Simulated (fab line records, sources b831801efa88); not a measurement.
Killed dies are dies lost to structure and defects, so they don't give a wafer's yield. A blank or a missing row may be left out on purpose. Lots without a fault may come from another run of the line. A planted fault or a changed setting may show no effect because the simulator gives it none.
A struck lot beside a sound one | flow gf180mcu | 27 steps out of a route of 602
Sound: wafers L318.4, L318.5, L318.6. Struck: wafers L310.2, L310.3, L310.6. The cause comes at the end.
At each step with rows: each side's tool, then ch and its chambers, then its first start. Under that, the readings that differ: sound wafers | struck wafers | difference of the means | sigmas: that difference in standard deviations of wafers without a fault.
alike: readings whose means differ by less than 2 such deviations, and words and numbers that are the same on both sides. not compared: withheld readings, readings that some wafer has no value for, bounds like >300 that may hide the same value, and numbers for which the record gives no deviation and whose values overlap.
The two part at a step that has a row with sigmas, a row that says differs or no value, or rows on one side only. Numbers that don't overlap but have no deviation are shown without sigmas and don't part them. A reading that every wafer of one side lacks parts them only if that side has two wafers or more.

first, 8 steps without rows for these wafers: GF_M2_PEB_12 (peb time 90 s); GF_M2_DEVELOP_13 (develop time 60 s); GF_M2_METAL_ETCH_16 (etches the open film in Cl2/BCl3, stops on SiO2, target depth 750.8 nm, time 125.1 s); GF_M2_STRIP_17 (strips in O2/N2); GF_M2_STRIP_18 (strips in post etch residue remover, time 1200 s); GF_M2_CLEAN_19 (cleans in DIW); GF_V2_CVD_00 (deposits SiO2, target thk 600 nm, time 100 s); GF_V2_CVD_02 (deposits SiO2 from TEOS, target thk 850 nm, time 94.851 s).
GF_V2_CMP_04: polishes SiO2.
  sound on cmp-01 ch 0,1, day 26 23:29; struck on cmp-01 ch 1,2,3, day 24 16:23
  no value came back on the struck wafers for edge_zone_pressure_frac, head_pressure_psi (psi), motor_current_A (A), time_to_endpoint_s (s); on the sound wafers edge_zone_pressure_frac reads 1.001 0.996 0.994
  reading                             | sound             | struck        | difference | sigmas
  model.SiO2_of_V2_CVD_02.thk_nm (nm) | 633.3 630.3 633.3 | 847 858.7 851 | +220       |
then, 9 steps without rows for these wafers: GF_V2_DEHYDRATE_06 (time 60 s); GF_V2_HMDS_07 (prime time 60 s); GF_V2_COAT_08; GF_V2_COAT_09 (resist thk 1000 nm); GF_V2_SOFTBAKE_10 (time 60 s); GF_V2_EXPOSE_11 (exposes mask Via2, target cd 260 nm); GF_V2_PEB_12 (peb time 90 s); GF_V2_DEVELOP_13 (develop time 60 s); GF_V2_ETCH_16 (etches BARC in N2/H2).
GF_V2_ETCH_17: etches SiO2 in C4F8/O2/Ar, stops on TiN, target depth 630 nm.
  sound on rie_diel-03 ch 0,1,2; struck on rie_diel-01 ch 0,3
  reading                        | sound             | struck            | difference | sigmas
  oes_product_au (a.u.)          | 0.855 0.854 0.859 | 1.635 1.623 1.634 | +0.775     | +99 or more
  model.etch.depth_nm (nm)       | 633.3 630.3 633.3 | 832.7 816.5 833.2 | +195.2     |
  model.V2.feature_depth_nm (nm) | 633.3 630.3 633.3 | 832.7 816.5 833.2 | +195.2     |
then, 6 steps without rows for these wafers: GF_V2_STRIP_18 (strips in O2/N2); GF_V2_STRIP_19 (strips in post etch residue remover, time 1200 s); GF_V2_CLEAN_20 (cleans in DIW); GF_V2_SPUTTER_21 (material Ti, target thk 15 nm, time 80.02 s); GF_V2_SPUTTER_22 (material TiN, target thk 10 nm, time 40 s); GF_V2_CVD_23 (deposits W, target thk 350 nm, time 104.94 s).
GF_V2_CMP_26: polishes, stops on SiO2, t overpolish 15 s, target thk 0 nm.
  sound on cmp-01 ch 0,1,2, day 27 21:11; struck on cmp-01 ch 1,2,3, day 25 14:14
  reading                             | sound             | struck            | difference | sigmas
  model.SiO2_of_V2_CVD_02.thk_nm (nm) | 629.5 626.5 629.5 | 843.2 854.9 847.2 | +219.9     |
  alike: edge_zone_pressure_frac, head_pressure_psi, motor_current_A
-- the record jumps here: 8 days lie between the struck wafers' starts before and after (it left off in module V2 and takes up again in module PASSIVATION, whose first step shown is number 602 of the route) --
GF_PASSIVATION_PROBE_99:
  the record has rows for the struck wafers here (prober-01, day 33 05:43) and none for the sound ones

WHERE THEY PART
First at GF_V2_CMP_04; last, within this record, at GF_PASSIVATION_PROBE_99.

WHY: what the simulator had put in
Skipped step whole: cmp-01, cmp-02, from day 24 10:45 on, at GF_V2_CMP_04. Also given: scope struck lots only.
